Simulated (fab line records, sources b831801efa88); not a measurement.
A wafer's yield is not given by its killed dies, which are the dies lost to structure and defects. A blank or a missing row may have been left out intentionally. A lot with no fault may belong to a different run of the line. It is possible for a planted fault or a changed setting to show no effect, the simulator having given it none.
fab line records -- flow sky130
[record] lots = 11, wafers = 33, last-day = 50
route steps=708 shown CAPM@538 METAL3@565 CAP2M@603 METAL4@633 PAD_OPEN@708
lots with no fault: from the same line, run without faults
start-h: start of the lot's first displayed wafer, in hours after the record's first day -- wait-h: how many hours have passed since the lot's step before this one -- " same as the row above -- L1.1+2: a single row standing in for several wafers -- - value missing, or start not given -- * or withheld: withheld -- < > ~ a bound
route shown NAME@n: NAME is a module with steps in the file, n the number in the route of the first one -- usual: mean/standard deviation taken from wafers without a fault -- same: alike in all rows -- chamber/n: place in a boat -- sites: readings site by site -- _std_site: the values' standard deviation -- _edge_site: outer sites' mean less inner sites' -- radius-mm: for every site, how far away it sits from the centre of the wafer -- mask NAME#n: copy n -- behind: tool/chamber where the wafer was last shaped -- hold: why the lot was held/for how many hours/how that ended -- device: names the non-switching transistor (n, p or np) -- end of line: tests run on the same wafers once the route is complete -- for a step that has no rows: nothing shown but its recipe -- killed: at the first sort, the dies lost to defects and structure; wafer yield is something else -- map: a wafer's dies, marking killed ones x, the rest . and places with no die _
set.NAME: the setting that was run; set.NAME@STEP: the one run at that earlier step -- model.NAME: the simulator's own value behind a step, which no gauge read
route steps across a sampled set of lots; one table per step, one row per wafer
services: when a tool's chamber went out of use (start-h, in hours from the record's first day, below 0 if earlier), for how many hours, and the reason
[[steps]]
[step SKY_CAPM_THK_MEAS_01]
[recipe] reads = SiO2_of_CAPM_CVD_00
[usual] CAPM_CVD_00_THK = 15.51/0.25
lot.wafer,tool,chamber,start-h,wait-h,CAPM_CVD_00_THK[nm]
L866.2,film-metro-04,-,839.82,-,15.60
L866.3,film-metro-04,-,839.82,-,15.57
L866.5,film-metro-04,-,839.82,-,16.03
L867.1,film-metro-02,-,859.62,-,15.30
L867.4,film-metro-02,-,859.62,-,15.74
L867.6,film-metro-02,-,859.62,-,15.63
L868.1,film-metro-02,-,861.60,-,15.02
L868.2,film-metro-02,-,861.60,-,15.05
L868.3,film-metro-02,-,861.60,-,14.92
L870.2,film-metro-04,-,887.64,-,15.12
L870.3,film-metro-04,-,887.64,-,15.10
L870.5,film-metro-04,-,887.64,-,15.56
L872.2,film-metro-02,-,904.65,-,15.31
L872.3,film-metro-02,-,904.65,-,15.58
L872.4,film-metro-02,-,904.65,-,15.64
L873.3,film-metro-02,-,905.99,-,15.38
L873.4,film-metro-02,-,905.99,-,15.75
L873.5,film-metro-02,-,905.99,-,15.74
L874.3,film-metro-04,-,917.41,-,15.60
L874.4,film-metro-04,-,917.41,-,15.42
L874.5,film-metro-04,-,917.41,-,15.72
L884.1,film-metro-03,-,975.45,-,15.52
L884.2,film-metro-03,-,975.45,-,15.35
L884.3,film-metro-03,-,975.45,-,15.63
L885.2,film-metro-04,-,992.85,-,15.88
L885.4,film-metro-04,-,992.85,-,15.90
L885.5,film-metro-04,-,992.85,-,15.93
L886.3,film-metro-02,-,995.32,-,15.08
L886.4,film-metro-02,-,995.32,-,15.41
L886.5,film-metro-02,-,995.32,-,15.39
L889.2,film-metro-02,-,1011.41,-,15.49
L889.5,film-metro-02,-,1011.41,-,15.57
L889.6,film-metro-02,-,1011.41,-,15.92
[step SKY_METAL3_DESCUM_15]
[recipe] chemistry = O2, source-power-w = 150, bias-power-w = 0, pressure-mtorr = 10, temp-c = 40, time-s = 8
[usual] drypump-motor-current-A = 6.0/0.57, oes-product-au = 1.005/0.011
lot.wafer,tool,chamber,start-h,wait-h,drypump-motor-current-A,oes-product-au,rf-hours-counter-h
L866.2,rie-metal-03,0,893.19,0.0,6.6,1.009,-
L866.3,rie-metal-03,0,893.19,0.0,6.6,1.018,-
L866.5,rie-metal-03,0,893.19,0.0,6.6,1.011,-
L867.1,rie-metal-04,1,912.37,0.0,6.5,0.997,11
L867.4,rie-metal-04,0,912.37,0.0,5.6,0.996,-
L867.6,rie-metal-04,1,912.37,0.0,6.4,0.994,-
L868.1,rie-metal-02,1,914.19,0.0,6.3,0.996,4
L868.2,rie-metal-02,0,914.19,0.0,5.6,1.011,8
L868.3,rie-metal-02,1,914.19,0.0,6.3,0.993,-
L870.2,rie-metal-02,0,938.62,0.0,5.6,0.998,9
L870.3,rie-metal-02,0,938.62,0.0,5.6,1.008,-
L870.5,rie-metal-02,1,938.62,0.0,6.3,0.980,-
L872.2,rie-metal-03,0,953.39,0.0,6.6,1.019,21
L872.3,rie-metal-03,0,953.39,0.0,6.6,1.025,-
L872.4,rie-metal-03,1,953.39,0.0,5.1,1.011,-
L873.3,rie-metal-04,0,956.09,0.0,5.6,0.997,-
L873.4,rie-metal-04,1,956.09,0.0,6.4,0.993,-
L873.5,rie-metal-04,0,956.09,0.0,5.5,1.002,-
L874.3,rie-metal-04,0,967.29,0.0,5.6,1.004,-
L874.4,rie-metal-04,1,967.29,0.0,6.5,1.000,-
L874.5,rie-metal-04,1,967.29,0.0,6.5,0.996,-
L884.1,rie-metal-02,0,1021.89,0.0,5.6,1.019,14
L884.2,rie-metal-02,1,1021.89,0.0,6.3,0.988,9
L884.3,rie-metal-02,0,1021.89,0.0,5.6,1.019,-
L885.2,rie-metal-03,0,1038.98,0.0,6.6,1.011,0
L885.4,rie-metal-03,1,1038.98,0.0,5.1,0.997,-
L885.5,rie-metal-03,1,1038.98,0.0,5.1,1.004,-
L886.3,rie-metal-04,1,1041.76,0.0,6.5,0.988,-
L886.4,rie-metal-04,1,1041.76,0.0,6.5,1.003,-
L886.5,rie-metal-04,1,1041.76,0.0,6.5,0.997,-
L889.2,rie-metal-02,1,1057.34,0.0,6.4,0.991,11
L889.5,rie-metal-02,1,1057.34,0.0,6.3,0.988,-
L889.6,rie-metal-02,0,1057.34,0.0,5.6,1.008,-
[step SKY_CAP2M_CVD_00]
[recipe] material = SiO2, target-thk-nm = 15.5, temp-c = 400, time-s = withheld, rf-w = 450
[usual] heater-power-w = 777/150
lot.wafer,tool,chamber,start-h,wait-h,heater-power-w
L866.2,pecvd-03,0,920.84,0.0,581
L866.3,pecvd-03,2,920.84,0.0,810
L866.5,pecvd-03,1,920.84,0.0,774
L867.1,pecvd-01,1,941.19,0.0,677
L867.4,pecvd-01,0,941.19,0.0,1075
L867.6,pecvd-01,1,941.19,0.0,671
L868.1,pecvd-04,2,941.64,0.0,652
L868.2,pecvd-04,0,941.64,0.0,753
L868.3,pecvd-04,1,941.64,0.0,692
L870.2,pecvd-01,2,966.38,0.0,770
L870.3,pecvd-01,0,966.38,0.0,1121
L870.5,pecvd-01,0,966.38,0.0,1097
L872.2,pecvd-03,1,980.84,0.0,714
L872.3,pecvd-03,2,980.84,0.0,710
L872.4,pecvd-03,0,980.84,0.0,579
L873.3,pecvd-04,2,983.04,0.0,590
L873.4,pecvd-04,2,983.04,0.0,583
L873.5,pecvd-04,0,983.04,0.0,868
L874.3,pecvd-01,0,994.59,0.0,1113
L874.4,pecvd-01,2,994.59,0.0,782
L874.5,pecvd-01,1,994.59,0.0,765
L884.1,pecvd-04,2,1047.83,0.0,569
L884.2,pecvd-04,1,1047.83,0.0,769
L884.3,pecvd-04,0,1047.83,0.0,779
L885.2,pecvd-04,1,1064.18,0.0,691
L885.4,pecvd-04,1,1064.18,0.0,699
L885.5,pecvd-04,0,1064.18,0.0,806
L886.3,pecvd-04,2,1068.82,0.0,632
L886.4,pecvd-04,0,1068.82,0.0,803
L886.5,pecvd-04,2,1068.82,0.0,615
L889.2,pecvd-03,2,1081.39,0.0,731
L889.5,pecvd-03,2,1081.39,0.0,731
L889.6,pecvd-03,0,1081.39,0.0,661
[step SKY_CAP2M_THK_MEAS_01]
[recipe] reads = SiO2_of_CAP2M_CVD_00
[usual] CAP2M_CVD_00_THK = 15.49/0.24
lot.wafer,tool,chamber,start-h,wait-h,CAP2M_CVD_00_THK[nm]
L866.2,film-metro-01,-,920.88,-,15.07
L866.3,film-metro-01,-,920.88,-,15.28
L866.5,film-metro-01,-,920.88,-,15.46
L867.1,film-metro-01,-,941.21,-,15.77
L867.4,film-metro-01,-,941.21,-,15.35
L867.6,film-metro-01,-,941.21,-,15.89
L868.1,film-metro-01,-,941.66,-,15.40
L868.2,film-metro-01,-,941.66,-,15.47
L868.3,film-metro-01,-,941.66,-,15.04
L870.2,film-metro-04,-,966.41,-,15.18
L870.3,film-metro-04,-,966.41,-,15.00
L870.5,film-metro-04,-,966.41,-,15.33
L872.2,film-metro-01,-,980.88,-,15.42
L872.3,film-metro-01,-,980.88,-,15.27
L872.4,film-metro-01,-,980.88,-,15.63
L873.3,film-metro-02,-,983.09,-,15.46
L873.4,film-metro-02,-,983.09,-,15.53
L873.5,film-metro-02,-,983.09,-,15.93
L874.3,film-metro-01,-,994.63,-,20.77
L874.4,film-metro-01,-,994.63,-,15.61
L874.5,film-metro-01,-,994.63,-,16.01
L884.1,film-metro-04,-,1047.85,-,15.45
L884.2,film-metro-04,-,1047.85,-,15.48
L884.3,film-metro-04,-,1047.85,-,15.47
L885.2,film-metro-02,-,1064.22,-,15.42
L885.4,film-metro-02,-,1064.22,-,15.41
L885.5,film-metro-02,-,1064.22,-,15.44
L886.3,film-metro-01,-,1068.86,-,15.49
L886.4,film-metro-01,-,1068.86,-,15.84
L886.5,film-metro-01,-,1068.86,-,15.89
L889.2,film-metro-01,-,1081.42,-,15.35
L889.5,film-metro-01,-,1081.42,-,15.51
L889.6,film-metro-01,-,1081.42,-,15.68
[step SKY_CAP2M_OVL_MEAS_12]
[usual] CAP2M_OVL = -0.5/1.3
lot.wafer,tool,chamber,start-h,wait-h,CAP2M_OVL[nm]
L866.2,overlay-02,-,945.25,0.1,-2.1
L866.3,overlay-02,-,945.25,0.1,-1.0
L866.5,overlay-02,-,945.25,0.1,-3.1
L867.1,overlay-01,-,965.53,0.1,-0.9
L867.4,overlay-01,-,965.53,0.1,-0.7
L867.6,overlay-01,-,965.53,0.1,-1.9
L868.1,overlay-02,-,965.83,0.1,-1.5
L868.2,overlay-02,-,965.83,0.1,-1.7
L868.3,overlay-02,-,965.83,0.1,-1.1
L870.2,overlay-02,-,989.62,0.1,0.3
L870.3,overlay-02,-,989.62,0.1,-0.2
L870.5,overlay-02,-,989.62,0.1,-2.9
L872.2,overlay-01,-,1003.85,0.1,-0.5
L872.3,overlay-01,-,1003.85,0.1,-2.7
L872.4,overlay-01,-,1003.85,0.1,-2.7
L873.3,overlay-01,-,1005.87,0.1,0.3
L873.4,overlay-01,-,1005.87,0.1,0.5
L873.5,overlay-01,-,1005.87,0.1,0.6
L874.3,overlay-02,-,1017.45,0.1,-0.7
L874.4,overlay-02,-,1017.45,0.1,0.9
L874.5,overlay-02,-,1017.45,0.1,0.3
L884.1,overlay-01,-,1069.56,0.1,-0.2
L884.2,overlay-01,-,1069.56,0.1,-0.3
L884.3,overlay-01,-,1069.56,0.1,-0.6
L885.2,overlay-01,-,1084.49,0.1,-1.6
L885.4,overlay-01,-,1084.49,0.1,1.3
L885.5,overlay-01,-,1084.49,0.1,0.8
L886.3,overlay-02,-,1089.66,0.1,-0.8
L886.4,overlay-02,-,1089.66,0.1,0.7
L886.5,overlay-02,-,1089.66,0.1,1.4
L889.2,overlay-01,-,1101.50,0.1,1.2
L889.5,overlay-01,-,1101.50,0.1,-0.5
L889.6,overlay-01,-,1101.50,0.1,0.1
[step SKY_METAL4_ETCH_17]
[recipe] target = SiO2, stop-on = TiN, chemistry = C4F8/O2/Ar, source-w = 1500, bias-w = 1200, pressure-mtorr = 40, c4f8-flow-sccm = withheld, O2_flow_sccm = 6, Ar_flow_sccm = 300, time-s = 3.9, target-depth-a = 150
[usual] oes-product-au = 0.754/0.0076
lot.wafer,tool,chamber,start-h,wait-h,oes-product-au,rf-hours-counter-h
L866.2,rie-diel-02,1,970.86,0.1,0.734,10
L866.3,rie-diel-02,0,970.86,0.1,0.751,21
L866.5,rie-diel-02,1,970.86,0.1,0.751,-
L867.1,rie-diel-02,2,990.27,0.1,0.748,4
L867.4,rie-diel-02,3,990.27,0.1,0.751,19
L867.6,rie-diel-02,3,990.27,0.1,0.760,-
L868.1,rie-diel-04,1,990.68,0.1,0.757,10
L868.2,rie-diel-04,2,990.68,0.1,0.753,16
L868.3,rie-diel-04,3,990.68,0.1,0.747,22
L870.2,rie-diel-03,1,1013.38,0.1,0.752,15
L870.3,rie-diel-03,2,1013.38,0.1,0.750,24
L870.5,rie-diel-03,1,1013.38,0.1,0.750,-
L872.2,rie-diel-03,0,1027.01,0.1,0.757,18
L872.3,rie-diel-03,1,1027.01,0.1,0.750,15
L872.4,rie-diel-03,2,1027.01,0.1,0.761,24
L873.3,rie-diel-04,0,1029.71,0.1,0.749,0
L873.4,rie-diel-04,3,1029.71,0.1,0.748,24
L873.5,rie-diel-04,3,1029.71,0.1,0.767,-
L874.3,rie-diel-03,1,1040.88,0.0,0.882,16
L874.4,rie-diel-03,2,1040.88,0.0,0.761,25
L874.5,rie-diel-03,1,1040.88,0.0,0.765,-
L884.1,rie-diel-03,0,1091.68,0.1,0.759,20
L884.2,rie-diel-03,1,1091.68,0.1,0.757,18
L884.3,rie-diel-03,3,1091.68,0.1,0.760,11
L885.2,rie-diel-03,0,1105.47,0.1,0.751,21
L885.4,rie-diel-03,3,1105.47,0.1,0.747,-
L885.5,rie-diel-03,0,1105.47,0.1,0.741,-
L886.3,rie-diel-03,1,1111.37,0.0,0.760,18
L886.4,rie-diel-03,3,1111.37,0.0,0.760,11
L886.5,rie-diel-03,3,1111.37,0.0,0.770,-
L889.2,rie-diel-03,2,1122.62,0.1,0.756,2
L889.5,rie-diel-03,2,1122.62,0.1,0.748,-
L889.6,rie-diel-03,1,1122.62,0.1,0.761,-
[step SKY_PAD_OPEN_PROBE_99]
[usual] defect-limited-yield = 82.3/2, killed_at_M0_to_M3 = 44/7.5, killed_at_M4_up = 2.9/1.8, killed-at-contacts = 24/5.1, killed-at-front-end = 16/4.7, killed-at-other = 0.3/0.46, killed-dies = 87/9.9, killed-on-rim = 17/4.5, killed-open = 47/8, killed-short = 39/6.3
[same] gross-dies = 492, killed-at-back-side = 0
lot.wafer,tool,chamber,start-h,wait-h,defect-limited-yield[%],killed_at_M0_to_M3,killed_at_M4_up,killed-at-contacts,killed-at-front-end,killed-at-other,killed-dies,killed-on-rim,killed-open,killed-short
L866.2,prober-01,-,1068.30,0.1,82.5,40,2,22,22,0,86,12,54,32
L866.3,prober-01,-,1068.35,0.2,84.8,31,4,26,14,0,75,13,37,38
L866.5,prober-01,-,1068.45,0.2,85.4,39,2,20,11,0,72,14,44,28
L867.1,prober-01,-,1085.00,0.1,80.7,52,1,21,21,0,95,12,48,47
L867.4,prober-01,-,1085.15,0.2,78.9,61,5,15,22,1,104,19,52,51
L867.6,prober-01,-,1085.25,0.2,82.1,52,2,28,6,0,88,17,49,39
L868.1,prober-01,-,1085.50,0.1,81.5,47,2,25,17,0,91,19,52,39
L868.2,prober-01,-,1085.55,0.1,79.7,47,2,30,21,0,100,24,49,51
L868.3,prober-01,-,1085.60,0.2,81.7,42,0,28,19,1,90,18,50,40
L870.2,prober-01,-,1103.75,0.1,83.9,48,1,18,11,1,79,11,35,43
L870.3,prober-01,-,1103.80,0.2,84.8,42,1,23,8,1,75,21,42,31
L870.5,prober-01,-,1103.90,0.2,79.1,60,3,23,16,1,103,23,49,53
L872.2,prober-02,-,1117.35,0.1,83.5,43,1,23,14,0,81,12,42,39
L872.3,prober-02,-,1117.40,0.2,85.4,34,2,23,13,0,72,11,38,34
L872.4,prober-02,-,1117.45,0.2,84.3,39,1,19,18,0,77,17,43,34
L873.3,prober-01,-,1119.96,0.2,80.1,43,3,31,21,0,98,16,51,47
L873.4,prober-01,-,1120.01,0.2,81.9,41,3,28,17,0,89,19,47,41
L873.5,prober-01,-,1120.06,0.2,82.7,36,4,22,23,0,85,17,44,41
L874.3,prober-01,-,1130.45,0.2,82.9,33,4,35,12,0,84,14,55,29
L874.4,prober-01,-,1130.50,0.2,80.3,50,2,24,20,1,97,24,58,38
L874.5,prober-01,-,1130.55,0.2,81.7,37,0,32,21,0,90,23,50,39
L884.1,prober-01,-,1174.47,0.1,84.1,32,3,24,19,0,78,17,36,42
L884.2,prober-01,-,1174.52,0.1,81.7,49,2,23,16,0,90,17,59,31
L884.3,prober-01,-,1174.57,0.2,80.1,44,3,29,21,1,98,18,57,41
L885.2,prober-02,-,1184.65,0.1,81.3,51,1,25,14,1,92,20,45,47
L885.4,prober-02,-,1184.75,0.2,86.4,33,3,21,8,2,67,11,39,28
L885.5,prober-02,-,1184.80,0.2,81.7,51,0,21,18,0,90,19,46,43
L886.3,prober-01,-,1190.75,0.2,81.9,46,4,25,13,1,89,19,55,34
L886.4,prober-01,-,1190.80,0.2,80.1,49,1,33,15,0,98,22,58,40
L886.5,prober-01,-,1190.85,0.2,81.7,46,2,27,14,1,90,13,45,44
L889.2,prober-02,-,1198.25,0.1,80.7,44,1,33,17,0,95,20,64,31
L889.5,prober-02,-,1198.40,0.2,80.7,53,1,18,22,1,95,20,54,40
L889.6,prober-02,-,1198.45,0.2,83.3,30,4,26,22,0,82,16,39,43
// killed by level:class
L866.2 VIA1:geometric-particle:open=12 LI_CONTACT:geometric-particle:open=8 VIA3:geometric-particle:open=8 CONTACT:geometric-particle:short=6 FIELD_ISO:geometric-particle:short=5 POLY_GATE:geometric-particle:short=5 VIA2:geometric-particle:open=5 POLY_GATE:geometric-particle:open=4
L866.3 LI_CONTACT:geometric-particle:open=9 VIA1:geometric-particle:open=8 CONTACT:geometric-particle:short=7 VIA2:geometric-particle:open=7 CONTACT:geometric-particle:open=7 POLY_GATE:geometric-particle:short=6 FIELD_ISO:geometric-particle:short=4 METAL4:geometric-particle:short=4
L866.5 CONTACT:geometric-particle:open=13 VIA2:geometric-particle:open=9 VIA1:geometric-particle:short=5 VIA2:geometric-particle:short=5 VIA1:geometric-particle:open=4 FIELD_ISO:geometric-particle:open=3 POLY_GATE:geometric-particle:open=3 SPACER:geometric-particle:open=3
L867.1 VIA1:geometric-particle:open=12 CONTACT:geometric-particle:open=7 VIA1:geometric-particle:short=7 VIA2:geometric-particle:open=7 VIA3:geometric-particle:open=7 FIELD_ISO:geometric-particle:short=6 POLY_GATE:geometric-particle:short=5 LI_CONTACT:geometric-particle:open=5
L867.4 VIA1:geometric-particle:open=15 VIA2:geometric-particle:open=10 VIA1:geometric-particle:short=8 FIELD_ISO:geometric-particle:short=7 METAL2:geometric-particle:short=6 LI_CONTACT:geometric-particle:open=5 METAL4:geometric-particle:short=5 FIELD_ISO:geometric-particle:open=4
L867.6 VIA1:geometric-particle:open=14 VIA3:geometric-particle:open=10 CONTACT:geometric-particle:open=10 LI_CONTACT:geometric-particle:open=6 METAL1:geometric-particle:short=5 VIA1:geometric-particle:short=5 LI_CONTACT:geometric-particle:short=4 VIA2:geometric-particle:short=4
L868.1 VIA1:geometric-particle:open=10 CONTACT:geometric-particle:open=9 FIELD_ISO:geometric-particle:open=6 VIA2:geometric-particle:open=6 METAL1:geometric-particle:short=6 LI_CONTACT:geometric-particle:open=5 METAL1:geometric-particle:open=5 CONTACT:geometric-particle:short=5
L868.2 CONTACT:geometric-particle:open=10 VIA1:geometric-particle:open=8 LI_CONTACT:geometric-particle:open=7 VIA2:geometric-particle:short=7 FIELD_ISO:geometric-particle:short=6 METAL1:geometric-particle:short=6 LI_CONTACT:geometric-particle:short=5 VIA1:geometric-particle:short=5
L868.3 VIA1:geometric-particle:open=11 LOCAL_INTERCONNECT:geometric-particle:short=9 CONTACT:geometric-particle:open=8 VIA3:geometric-particle:open=8 CONTACT:geometric-particle:short=5 VIA2:geometric-particle:open=5 FIELD_ISO:geometric-particle:short=4 LI_CONTACT:geometric-particle:open=4
L870.2 VIA1:geometric-particle:short=11 VIA3:geometric-particle:open=8 VIA1:geometric-particle:open=7 METAL2:geometric-particle:short=7 CONTACT:geometric-particle:open=6 FIELD_ISO:geometric-particle:short=4 LI_CONTACT:geometric-particle:open=4 VIA2:geometric-particle:open=4
L870.3 VIA1:geometric-particle:open=12 CONTACT:geometric-particle:open=11 VIA2:geometric-particle:open=8 METAL1:geometric-particle:short=7 LI_CONTACT:geometric-particle:open=4 VIA1:geometric-particle:short=4 METAL2:geometric-particle:short=4 FIELD_ISO:geometric-particle:short=3
L870.5 VIA1:geometric-particle:open=14 METAL1:geometric-particle:short=8 VIA1:geometric-particle:short=8 VIA2:geometric-particle:open=8 VIA3:geometric-particle:open=7 FIELD_ISO:geometric-particle:short=6 LI_CONTACT:geometric-particle:open=6 METAL2:geometric-particle:short=5
L872.2 VIA1:geometric-particle:open=10 METAL2:geometric-particle:short=8 LI_CONTACT:geometric-particle:open=7 VIA2:geometric-particle:open=7 CONTACT:geometric-particle:open=6 FIELD_ISO:geometric-particle:open=5 LOCAL_INTERCONNECT:geometric-particle:short=5 FIELD_ISO:geometric-particle:short=4
L872.3 CONTACT:geometric-particle:open=10 LI_CONTACT:geometric-particle:open=5 VIA2:geometric-particle:open=5 FIELD_ISO:geometric-particle:open=4 VIA2:geometric-particle:short=4 VIA1:geometric-particle:open=4 METAL2:geometric-particle:short=4 VIA3:geometric-particle:short=4
L872.4 VIA1:geometric-particle:open=11 METAL2:geometric-particle:short=7 VIA3:geometric-particle:open=7 FIELD_ISO:geometric-particle:open=6 CONTACT:geometric-particle:open=6 FIELD_ISO:geometric-particle:short=5 LI_CONTACT:geometric-particle:short=5 POLY_GATE:geometric-particle:open=3
L873.3 CONTACT:geometric-particle:open=12 VIA1:geometric-particle:open=12 LI_CONTACT:geometric-particle:open=8 METAL1:geometric-particle:short=7 POLY_GATE:geometric-particle:short=6 VIA1:geometric-particle:short=5 FIELD_ISO:geometric-particle:short=5 METAL2:geometric-particle:short=5
L873.4 LI_CONTACT:geometric-particle:open=12 VIA1:geometric-particle:open=10 POLY_GATE:geometric-particle:short=7 CONTACT:geometric-particle:open=7 METAL3:geometric-particle:short=6 METAL2:geometric-particle:short=6 VIA3:geometric-particle:open=5 POLY_GATE:geometric-particle:open=4
L873.5 VIA2:geometric-particle:open=7 FIELD_ISO:geometric-particle:open=6 FIELD_ISO:geometric-particle:short=6 CONTACT:geometric-particle:open=6 METAL2:geometric-particle:short=6 VIA1:geometric-particle:open=5 LI_CONTACT:geometric-particle:open=4 LOCAL_INTERCONNECT:geometric-particle:short=4
L874.3 CONTACT:geometric-particle:open=13 VIA1:geometric-particle:open=11 LI_CONTACT:geometric-particle:open=10 LOCAL_INTERCONNECT:geometric-particle:short=7 POLY_GATE:geometric-particle:open=4 CONTACT:geometric-particle:short=4 FIELD_ISO:geometric-particle:open=3 POLY_GATE:geometric-particle:short=3
L874.4 VIA3:geometric-particle:open=11 CONTACT:geometric-particle:open=10 VIA2:geometric-particle:open=7 FIELD_ISO:geometric-particle:open=6 LI_CONTACT:geometric-particle:open=6 VIA1:geometric-particle:open=6 VIA1:geometric-particle:short=6 METAL1:geometric-particle:short=5
L874.5 VIA1:geometric-particle:open=11 CONTACT:geometric-particle:open=8 LI_CONTACT:geometric-particle:open=7 CONTACT:geometric-particle:short=7 VIA2:geometric-particle:open=7 POLY_GATE:geometric-particle:open=6 FIELD_ISO:geometric-particle:short=5 LOCAL_INTERCONNECT:geometric-particle:short=5
L884.1 CONTACT:geometric-particle:open=9 POLY_GATE:geometric-particle:short=6 LI_CONTACT:geometric-particle:open=6 VIA2:geometric-particle:short=6 FIELD_ISO:geometric-particle:open=5 VIA1:geometric-particle:short=5 VIA1:geometric-particle:open=5 CONTACT:geometric-particle:short=4
L884.2 VIA1:geometric-particle:open=16 CONTACT:geometric-particle:open=12 METAL1:geometric-particle:short=7 VIA2:geometric-particle:open=6 VIA3:geometric-particle:open=6 FIELD_ISO:geometric-particle:open=4 FIELD_ISO:geometric-particle:short=4 POLY_GATE:geometric-particle:open=4
L884.3 VIA1:geometric-particle:open=18 CONTACT:geometric-particle:open=13 LI_CONTACT:geometric-particle:open=7 POLY_GATE:geometric-particle:open=6 CONTACT:geometric-particle:short=6 METAL2:geometric-particle:short=6 VIA3:geometric-particle:open=6 FIELD_ISO:geometric-particle:short=5
L885.2 VIA2:geometric-particle:open=11 LI_CONTACT:geometric-particle:open=9 VIA3:geometric-particle:open=9 CONTACT:geometric-particle:short=7 VIA1:geometric-particle:open=6 METAL3:geometric-particle:short=5 VIA3:geometric-particle:short=5 FIELD_ISO:geometric-particle:short=4
L885.4 CONTACT:geometric-particle:open=12 METAL1:geometric-particle:short=8 VIA3:geometric-particle:open=6 METAL3:geometric-particle:short=5 VIA2:geometric-particle:open=4 LI_CONTACT:geometric-particle:open=4 FIELD_ISO:geometric-particle:open=3 VIA1:geometric-particle:open=3
L885.5 VIA2:geometric-particle:open=9 METAL1:geometric-particle:short=8 VIA3:geometric-particle:open=8 CONTACT:geometric-particle:open=7 VIA1:geometric-particle:open=7 VIA1:geometric-particle:short=7 LI_CONTACT:geometric-particle:open=6 FIELD_ISO:geometric-particle:open=5
L886.3 VIA1:geometric-particle:open=14 CONTACT:geometric-particle:open=9 VIA2:geometric-particle:open=6 LOCAL_INTERCONNECT:geometric-particle:short=5 VIA3:geometric-particle:short=5 VIA3:geometric-particle:open=5 LI_CONTACT:geometric-particle:open=4 CONTACT:geometric-particle:short=4
L886.4 CONTACT:geometric-particle:open=18 VIA2:geometric-particle:open=12 VIA1:geometric-particle:open=8 LI_CONTACT:geometric-particle:open=7 VIA1:geometric-particle:short=7 METAL2:geometric-particle:short=6 POLY_GATE:geometric-particle:short=5 CONTACT:geometric-particle:short=5
L886.5 CONTACT:geometric-particle:open=11 VIA3:geometric-particle:open=9 LI_CONTACT:geometric-particle:open=7 VIA1:geometric-particle:short=6 VIA1:geometric-particle:open=6 POLY_GATE:geometric-particle:open=5 METAL1:geometric-particle:short=5 CONTACT:geometric-particle:short=5
L889.2 VIA1:geometric-particle:open=17 CONTACT:geometric-particle:open=16 LI_CONTACT:geometric-particle:open=10 VIA3:geometric-particle:open=6 POLY_GATE:geometric-particle:short=5 POLY_GATE:geometric-particle:open=5 CONTACT:geometric-particle:short=5 VIA1:geometric-particle:short=5
L889.5 VIA1:geometric-particle:open=12 LI_CONTACT:geometric-particle:open=9 FIELD_ISO:geometric-particle:open=7 VIA2:geometric-particle:open=7 METAL1:geometric-particle:short=6 VIA3:geometric-particle:open=6 VIA2:geometric-particle:short=6 FIELD_ISO:geometric-particle:short=5
L889.6 FIELD_ISO:geometric-particle:short=9 LI_CONTACT:geometric-particle:open=9 CONTACT:geometric-particle:open=9 VIA2:geometric-particle:open=5 VIA1:geometric-particle:open=5 VIA3:geometric-particle:open=5 POLY_GATE:geometric-particle:short=4 METAL2:geometric-particle:short=4
[[services]]
tool,chamber,start-h,hours,kind
rie-diel-02,-,887.58,0.7,repair
rie-diel-03,1,895.96,8.0,repair
rie-metal-04,1,902.63,6.5,repair
rie-metal-02,-,911.11,2.8,pm
rie-diel-03,1,912.91,6.4,repair
pecvd-03,-,923.83,0.5,repair
pecvd-04,2,925.80,11.5,repair
rie-diel-04,3,926.03,1.3,repair
pecvd-04,2,942.44,6.2,repair
pecvd-04,-,950.42,28.1,pm
rie-metal-02,1,962.79,3.4,repair
rie-diel-03,3,969.87,3.9,repair
pecvd-01,-,973.58,1.4,repair
pecvd-04,-,983.20,14.6,pm
pecvd-03,1,987.02,4.5,repair
pecvd-04,-,1007.63,1.1,repair
pecvd-01,-,1030.56,2.0,repair
pecvd-03,-,1052.90,0.5,repair
pecvd-04,-,1057.90,6.0,pm
pecvd-01,1,1081.79,3.8,repair
pecvd-04,-,1088.09,4.6,repair
rie-diel-03,1,1094.47,13.4,repair
pecvd-04,-,1105.65,1.9,repair
rie-metal-02,-,1107.00,0.5,repair
[[key]]
[first-sign] step = SKY_CAP2M_THK_MEAS_01, reading = CAP2M_CVD_00_THK, direction = up, sigmas = 22, usual = 15.49, struck = 20.77
[effect] step = SKY_METAL4_ETCH_17, reading = oes-product-au, direction = up, sigmas = 17, usual = 0.754, struck = 0.882
met-at SKY_CAP2M_CVD_00
struck-lots L874
struck-wafers L874.3
not-acting-at SKY_CAPM_THK_MEAS_01,SKY_METAL3_DESCUM_15,SKY_CAP2M_OVL_MEAS_12
onset-between 966.38 994.59
[fault] kind = process-parameter-drift, tool = pecvd-01, chamber = -, onset-h = 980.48, steps = SKY_CAP2M_CVD_00, channel = target-thk-nm, offset = 5.455, shape = step, end-h = 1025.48, scope = struck-wafers-only, acts-in = these-recipes-only, stated = 15.5
